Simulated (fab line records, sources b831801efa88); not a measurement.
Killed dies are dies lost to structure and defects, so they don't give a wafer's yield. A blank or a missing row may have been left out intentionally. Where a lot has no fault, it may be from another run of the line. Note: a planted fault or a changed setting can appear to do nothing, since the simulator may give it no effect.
Which tool is to blame? | flow sky130 | 9 lots, 27 wafers sampled, at 6 steps of a route of 708

WHAT EACH GAUGE READ, for each wafer
SKY_VIA2_RS_MEAS_22: a four-point-probe measurement. Usual: VIA2_W_RS 0.271 ohm/sq, standard deviation 0.0043.
lot  | measured     | on           | VIA2_W_RS (ohm/sq) | flag
L328 | day 36 17:52 | filmMetro-04 | 0.275 0.274 0.275  | 
L331 | day 37 17:09 | filmMetro-01 | 0.272 0.274 0.269  | 
L332 | day 38 01:51 | filmMetro-04 | 0.265 0.272 0.263  | 
L339 | day 40 02:32 | filmMetro-03 | 0.265 0.271 0.266  | 
L341 | day 40 19:57 | filmMetro-04 | 0.279 0.264 0.276  | 
L344 | day 41 13:52 | filmMetro-03 | 0.265 0.263 0.272  | 
L346 | day 42 01:25 | filmMetro-03 | 0.274 0.268 0.274  | 
L347 | day 42 08:11 | filmMetro-04 | 0.272 0.279 0.280  | 
L350 | day 43 12:25 | filmMetro-01 | 0.276 0.269 0.269  | 

SKY_VIA2_THK_MEAS_23: measures by xrf. Usual: VIA2_W_THK 429 nm, standard deviation 7.5.
lot  | measured     | on           | VIA2_W_THK (nm) | flag
L328 | day 36 17:59 | filmMetro-04 | 436 436 435     | 
L331 | day 37 17:16 | filmMetro-01 | 429 422 432     | 
L332 | day 38 01:58 | filmMetro-04 | 437 425 443     | 
L339 | day 40 02:40 | filmMetro-03 | 432 421 433     | 
L341 | day 40 20:04 | filmMetro-04 | 414 436 418     | 
L344 | day 41 13:59 | filmMetro-03 | 432 434 422     | 
L346 | day 42 01:32 | filmMetro-03 | 425 435 423     | 
L347 | day 42 08:19 | filmMetro-04 | 430 418 416     | 
L350 | day 43 12:32 | filmMetro-01 | 423 431 436     | 

SKY_CAPM_RS_MEAS_03: a four-point-probe measurement. Usual: CAPM_TIN_RS 6.95 ohm/sq, standard deviation 0.079.
lot  | measured     | on           | CAPM_TIN_RS (ohm/sq)              | flag
L328 | day 36 18:41 | filmMetro-01 | 7.03 7.03 6.99                    | 
L331 | day 37 17:59 | filmMetro-03 | 6.85 6.94 6.91                    | 
L332 | day 38 02:40 | filmMetro-01 | 7.01 7.03 7.06                    | 
L339 | day 40 03:22 | filmMetro-02 | 6.87 10.62 10.42 6.86 10.60 10.42 | OFF
L341 | day 40 20:46 | filmMetro-03 | 7.00 7.04 10.87 7.00 7.06 10.91   | OFF
L344 | day 41 14:42 | filmMetro-03 | 6.90 6.93 6.84                    | 
L346 | day 42 02:15 | filmMetro-01 | 6.90 6.93 7.01                    | 
L347 | day 42 09:01 | filmMetro-01 | 6.88 6.83 6.86                    | 
L350 | day 43 13:15 | filmMetro-01 | 6.88 6.87 6.87                    | 

SKY_CAPM_THK_MEAS_04: measures by xrf. Usual: CAPM_TIN_THK 196.6 nm, standard deviation 2.3.
lot  | measured     | on           | CAPM_TIN_THK (nm)                   | flag
L328 | day 36 18:48 | filmMetro-01 | 196.0 195.3 197.0                   | 
L331 | day 37 18:05 | filmMetro-03 | 199.4 197.7 198.8                   | 
L332 | day 38 02:47 | filmMetro-01 | 195.2 194.8 193.6                   | 
L339 | day 40 05:06 | filmMetro-02 | 198.2 130.1 132.0 198.3 130.1 132.9 | OFF
L341 | day 40 22:47 | filmMetro-03 | 194.9 193.9 127.7 195.3 194.0 127.2 | OFF
L344 | day 41 14:49 | filmMetro-03 | 197.7 197.5 199.8                   | 
L346 | day 42 02:22 | filmMetro-01 | 199.8 198.5 196.0                   | 
L347 | day 42 09:08 | filmMetro-01 | 199.9 201.0 200.9                   | 
L350 | day 43 13:22 | filmMetro-01 | 198.9 200.2 199.2                   | 

TOOL THAT RAN EACH LOT (tool first, then ch and the chambers of the sampled wafers, then the start)
lot  | SKY_VIA2_ETCH_15                  | SKY_CAPM_SPUTTER_02
L328 | rieDiel-01 ch 0,2, day 36 17:01   | pvdSputter-04, day 36 18:35
L331 | rieDiel-02 ch 0,1,2, day 37 16:17 | pvdSputter-02, day 37 17:51
L332 | rieDiel-04 ch 1,3, day 38 00:53   | pvdSputter-04, day 38 02:32
L339 | rieDiel-04 ch 1,2, day 40 01:16   | pvdSputter-04, day 40 03:16
L341 | rieDiel-04 ch 0,2,3, day 40 19:04 | pvdSputter-04, day 40 20:40
L344 | rieDiel-01 ch 0,2,3, day 41 12:59 | pvdSputter-02, day 41 14:35
L346 | rieDiel-02 ch 0,2,3, day 42 00:35 | pvdSputter-02, day 42 02:08
L347 | rieDiel-04 ch 0,2, day 42 07:20   | pvdSputter-02, day 42 08:55
L350 | rieDiel-02 ch 0,2,3, day 43 11:26 | pvdSputter-02, day 43 13:08
- SKY_VIA2_ETCH_15: etches SiO2 in C4F8/O2/Ar, stops on TiN, target depth 546 nm, time 84 s.
- SKY_CAPM_SPUTTER_02: material TiN, target thk 200 nm, time 166.7 s.

WHAT THE TOOLS THEMSELVES READ (means of the sampled wafers that have a number; where no wafer has one, the mark that the record gives instead)
SKY_VIA2_ETCH_15. Usual: chamberPressureMTorr 40.00 mTorr, standard deviation 0.035; oesProductAu 0.940 a.u., standard deviation 0.0045.
lot  | tool       | chamberPressureMTorr (mTorr) | oesProductAu (a.u.) | flag
L328 | rieDiel-01 | 40.01                        | 0.944               | 
L331 | rieDiel-02 | 40.00                        | 0.934               | 
L332 | rieDiel-04 | 40.03                        | 0.939               | 
L339 | rieDiel-04 | 40.01                        | 0.937               | 
L341 | rieDiel-04 | 39.99                        | 0.939               | 
L344 | rieDiel-01 | 40.03                        | 0.945               | 
L346 | rieDiel-02 | 39.98                        | 0.941               | 
L347 | rieDiel-04 | 40.02                        | 0.939               | 
L350 | rieDiel-02 | 40.01                        | 0.942               | 

SKY_CAPM_SPUTTER_02. Usual: throttleValvePct 29.2 %, standard deviation 1.1.
lot  | tool          | throttleValvePct (%) | flag
L328 | pvdSputter-04 | 30.6                 | 
L331 | pvdSputter-02 | 28.6                 | 
L332 | pvdSputter-04 | 29.5                 | 
L339 | pvdSputter-04 | 28.5                 | 
L341 | pvdSputter-04 | 30.5                 | 
L344 | pvdSputter-02 | 28.8                 | 
L346 | pvdSputter-02 | 28.8                 | 
L347 | pvdSputter-02 | 28.4                 | 
L350 | pvdSputter-02 | 28.4                 | 

THE ANSWER, worked out from the rows above alone
Rule: a lot is off if the mean of its wafers that have a number lies more than 3 standard deviations from the usual mean. A lot without any number at a reading at which 4 lots or more have one is off too. Where the step has rows for the other lots, those lots are counted as sound. The gauges are gone through in route order, then the tools' own readings, and for those a lot's mean is taken as printed above. The first step at which some lot is off is used, and at that step the reading that is off furthest; a lot without a number counts as furthest.
Off: at SKY_CAPM_RS_MEAS_03 (CAPM_TIN_RS), L339, L341.
If a tool, at a process step before that reading, ran all the lots that are off and no sound lot after the first of them, it fits. Those tools and the gauges at SKY_CAPM_RS_MEAS_03 are tried in the same way. One fits: pvdSputter-04 at SKY_CAPM_SPUTTER_02. A fault onset in the window from L332 (day 38 02:32, its last sound lot) to L339 (day 40 03:16, its first lot off) fits.

WHAT WAS PUT IN BY THE SIMULATOR
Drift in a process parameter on pvdSputter-04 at SKY_CAPM_SPUTTER_02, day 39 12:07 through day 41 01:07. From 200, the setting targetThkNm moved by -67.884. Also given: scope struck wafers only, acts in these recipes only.
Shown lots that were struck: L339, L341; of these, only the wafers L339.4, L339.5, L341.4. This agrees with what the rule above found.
